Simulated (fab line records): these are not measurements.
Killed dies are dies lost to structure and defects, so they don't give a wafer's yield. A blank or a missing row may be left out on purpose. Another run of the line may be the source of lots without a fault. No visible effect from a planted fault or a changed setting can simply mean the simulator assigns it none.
A struck lot beside a sound one	flow sky130	15 out of 708 route steps
Sound: these wafers, L960.1, L960.2, L960.4. The struck wafers were L971.1, L971.4, L971.6. The cause is named last.
Each step with rows lists, per side, the tool, then ch with its chambers, then its first start. Under that, the readings that differ: sound wafers	struck wafers	difference of the means	sigmas: that difference in standard deviations of wafers without a fault.
alike: same words and numbers on both sides, and readings whose means sit less than 2 such deviations apart. not compared: any withheld reading, any reading some wafer has no value for, any bound like >300 that may hide the same value, and any number with overlapping values for which the record gives no deviation.
Wherever a step has rows on one side only, a row that says differs or no value, or a row with sigmas, the two part there. Numbers that have no deviation but don't overlap get no sigmas and don't part them. A reading missing from all wafers of one side parts the sides only when that side holds two or more wafers.

first, 4 steps without rows for these wafers: SKY_PWDE_SOFTBAKE_03; SKY_PWDE_EXPOSE_04 (exposes mask PWDEM, target cd 840 nm); SKY_PWDE_PEB_05; SKY_PWDE_DEVELOP_06 (develop time 60 s).
SKY_PWDE_OVL_MEAS_07:
  struck on overlay-01, day 6 16:40; sound on overlay-02, day 4 03:41
  alike: PWDE_OVL
following that, these wafers have no rows for 1 step: SKY_PWDE_IMPLANT_08.
SKY_PWDE_STRIP_09: strips in O2/N2.
  sound on plasma asher-04 ch 0,1, day 4 03:53; struck on plasma asher-03 ch 0,1, day 6 16:51
  alike: drypump motor current A, oes product au, strip time to endpoint s
  not compared: rf hours counter h
SKY_PWDE_TW_MEAS_10:
  struck on film metro-01, day 6 16:57; sound on film metro-01, day 4 03:59
  alike: PWDE_TW
then, 4 steps without rows for these wafers: SKY_NWELL_DEHYDRATE_03 (time 60 s); SKY_NWELL_HMDS_04 (prime time 60 s); SKY_NWELL_COAT_05 (resist thk 3000 nm); SKY_NWELL_SOFTBAKE_06.
SKY_NWELL_EXPOSE_07: exposes mask NWM, target cd 840 nm.
  sound on iline stepper-02 ch 0, day 4 12:13; struck on iline stepper-02 ch 0, day 7 02:14
reading	sound	struck	difference	sigmas
mask	NWM#0 NWM#0 NWM#0	NWM_R1#0 NWM_R1#0 NWM_R1#0	differs	
following that, these wafers have no rows for 1 step: SKY_NWELL_PEB_08.
-- the record jumps here: 41 days lie between the struck wafers' starts before and after (it left off in module NWELL and takes up again in module PAD_OPEN, whose first step shown is number 708 of the route) --
SKY_PAD_OPEN_PROBE_99:
  struck on prober-01, day 48 11:42; sound on prober-02, day 45 22:58
reading	sound	struck	difference	sigmas
model.etest.res nwell.width nm (nm)	845 838.7 835.8	801.8 795.4 808.3	-38.0	
  alike: killed_at_M0_to_M3, killed_at_M4_up, killed at contacts, killed at front end, killed at other, killed dies, killed open, killed short
  not compared: model.etest.res iso pwell.width nm

## WHERE THEY PART
Only at SKY_NWELL_EXPOSE_07, within this record. Later steps at which nothing parts them and some readings are alike: SKY_PAD_OPEN_PROBE_99.

WHY: what the simulator had put in
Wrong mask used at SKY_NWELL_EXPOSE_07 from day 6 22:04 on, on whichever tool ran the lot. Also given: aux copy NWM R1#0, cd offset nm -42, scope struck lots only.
